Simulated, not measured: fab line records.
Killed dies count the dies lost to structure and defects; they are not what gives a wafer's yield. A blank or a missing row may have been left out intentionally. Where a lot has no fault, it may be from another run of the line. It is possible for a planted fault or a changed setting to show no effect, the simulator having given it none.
Tool commonality check    flow sky130    12 lots and 42 wafers in the sample

WHAT PROMPTED THE OPENING
Of 12 lots, 2 have the reading SD_N_RS flagged at SKY_SD_N_RS_MEAS_16. No-fault wafers: 68.58 ohm/sq, standard deviation 0.11.
Rule: a lot gets a flag if all its wafers with a number sit over 4 standard deviations from that mean, or if no wafer of it has a number. As for the other lots, they are considered sound.

lot   measured      on             SD_N_RS (ohm/sq), wafer by wafer     flag
L784  day 27 10:20  film metro-03  68.55 68.64 68.56                    
L788  day 29 16:22  film metro-01  68.49 68.61 68.54                    
L790  day 30 09:37  film metro-01  68.58 68.63 68.56                    
L796  day 32 08:14  film metro-01  68.63 68.41 68.52                    
L795  day 32 09:57  film metro-02  69.21 69.23 69.16 69.24 69.18 69.23  FLAGGED
L798  day 32 15:10  film metro-03  69.41 69.21 69.26 69.41 69.34 69.09  FLAGGED
L800  day 33 04:40  film metro-03  68.82 68.73 68.62                    
L801  day 33 14:22  film metro-01  68.47 68.39 68.50                    
L802  day 33 17:46  film metro-02  68.55 68.63 68.58                    
L804  day 34 15:58  film metro-03  68.70 68.54 68.49                    
L806  day 35 07:05  film metro-02  68.67 68.50 68.52                    
L807  day 35 09:02  film metro-03  68.57 68.55 68.65                    
Average over the flagged lots: 69.25 ohm/sq; offset from the usual +0.67 ohm/sq, equal to +6 standard deviations.

WHICH TOOL RAN EACH LOT
Before the reading, the record contains 3 process steps out of a 708-step route. Every cell lists first the tool, next ch and the chambers used by the sampled wafers, and last the start.
lot   flag     SKY_RES_XHIGH_STRIP_08                SKY_SD_N_IMPLANT_09              SKY_SD_N_STRIP_11
L784           plasma asher-01 ch 0,1, day 26 05:02  implanter-02 ch 0, day 27 09:40  plasma asher-04 ch 0,1, day 27 09:56
L788           plasma asher-04 ch 0,1, day 28 10:50  implanter-01 ch 0, day 29 15:41  plasma asher-01 ch 0,1, day 29 15:57
L790           plasma asher-04 ch 0,1, day 29 04:18  implanter-02 ch 0, day 30 08:55  plasma asher-01 ch 0,1, day 30 09:11
L796           plasma asher-02 ch 0,1, day 31 04:32  implanter-01 ch 0, day 32 07:34  plasma asher-04 ch 0,1, day 32 07:49
L795  FLAGGED  plasma asher-02 ch 0,1, day 31 05:55  implanter-01 ch 0, day 32 09:16  plasma asher-03 ch 0,1, day 32 09:32
L798  FLAGGED  plasma asher-02 ch 0,1, day 31 11:47  implanter-01 ch 0, day 32 14:29  plasma asher-01 ch 0,1, day 32 14:46
L800           plasma asher-01 ch 0,1, day 32 00:57  implanter-03 ch 0, day 33 03:59  plasma asher-04 ch 0,1, day 33 04:15
L801           plasma asher-02 ch 0,1, day 32 11:30  implanter-03 ch 0, day 33 13:41  plasma asher-03 ch 0,1, day 33 13:59
L802           plasma asher-02 ch 0,1, day 32 14:08  implanter-02 ch 0, day 33 17:05  plasma asher-03 ch 0,1, day 33 17:23
L804           plasma asher-04 ch 0,1, day 33 12:02  implanter-03 ch 0, day 34 15:17  plasma asher-03 ch 0,1, day 34 15:34
L806           plasma asher-04 ch 0,1, day 34 02:44  implanter-02 ch 0, day 35 06:25  plasma asher-04 ch 0,1, day 35 06:41
L807           plasma asher-01 ch 0,1, day 34 05:22  implanter-03 ch 0, day 35 08:22  plasma asher-04 ch 0,1, day 35 08:38
What these steps do:
- SKY_RES_XHIGH_STRIP_08: strips in O2/N2.
- SKY_SD_N_IMPLANT_09
- SKY_SD_N_STRIP_11: strips in O2/N2.
- SKY_SD_N_RS_MEAS_16: measures by four-point-probe.

FLAGGED OVER TOTAL, TOOL BY TOOL (the gauges that took the reading come last)
step                    tool             lots run  flagged  share of the flagged lots  sound lots run after its first flagged lot
SKY_RES_XHIGH_STRIP_08  plasma asher-01  3         0        none                       -
SKY_RES_XHIGH_STRIP_08  plasma asher-02  5         2        all                        2 (L801,L802)
SKY_RES_XHIGH_STRIP_08  plasma asher-04  4         0        none                       -
SKY_SD_N_IMPLANT_09     implanter-01     4         2        all                        0
SKY_SD_N_IMPLANT_09     implanter-02     4         0        none                       -
SKY_SD_N_IMPLANT_09     implanter-03     4         0        none                       -
SKY_SD_N_STRIP_11       plasma asher-01  3         1        some                       0
SKY_SD_N_STRIP_11       plasma asher-03  4         1        some                       3 (L801,L802,L804)
SKY_SD_N_STRIP_11       plasma asher-04  5         0        none                       -
SKY_SD_N_RS_MEAS_16     film metro-01    4         0        none                       -
SKY_SD_N_RS_MEAS_16     film metro-02    3         1        some                       2 (L802,L806)
SKY_SD_N_RS_MEAS_16     film metro-03    5         1        some                       3 (L800,L804,L807)

THE TABLE: WHAT IT ALLOWS
2 rows of the table ran every flagged lot: plasma asher-02 at SKY_RES_XHIGH_STRIP_08, implanter-01 at SKY_SD_N_IMPLANT_09.
- plasma asher-02 at SKY_RES_XHIGH_STRIP_08 ran 5 lots, 2 of them flagged. After the first flagged lot (L801, L802), sound lots still ran on it; a lasting fault on the whole tool would not permit that.
- implanter-01 at SKY_SD_N_IMPLANT_09 ran 4 lots, 2 of them flagged. Last sound lot L796 at day 32 07:34, first flagged lot L795 at day 32 09:16; a fault beginning in between fits.
implanter-01 at SKY_SD_N_IMPLANT_09 is the single tool remaining.

WHAT HAD BEEN PUT IN BY THE SIMULATOR
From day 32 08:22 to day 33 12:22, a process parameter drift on implanter-01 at SKY_SD_N_IMPLANT_09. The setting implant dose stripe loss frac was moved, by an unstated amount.
Struck lots among those shown: L795, L798. Same finding as the rule above.
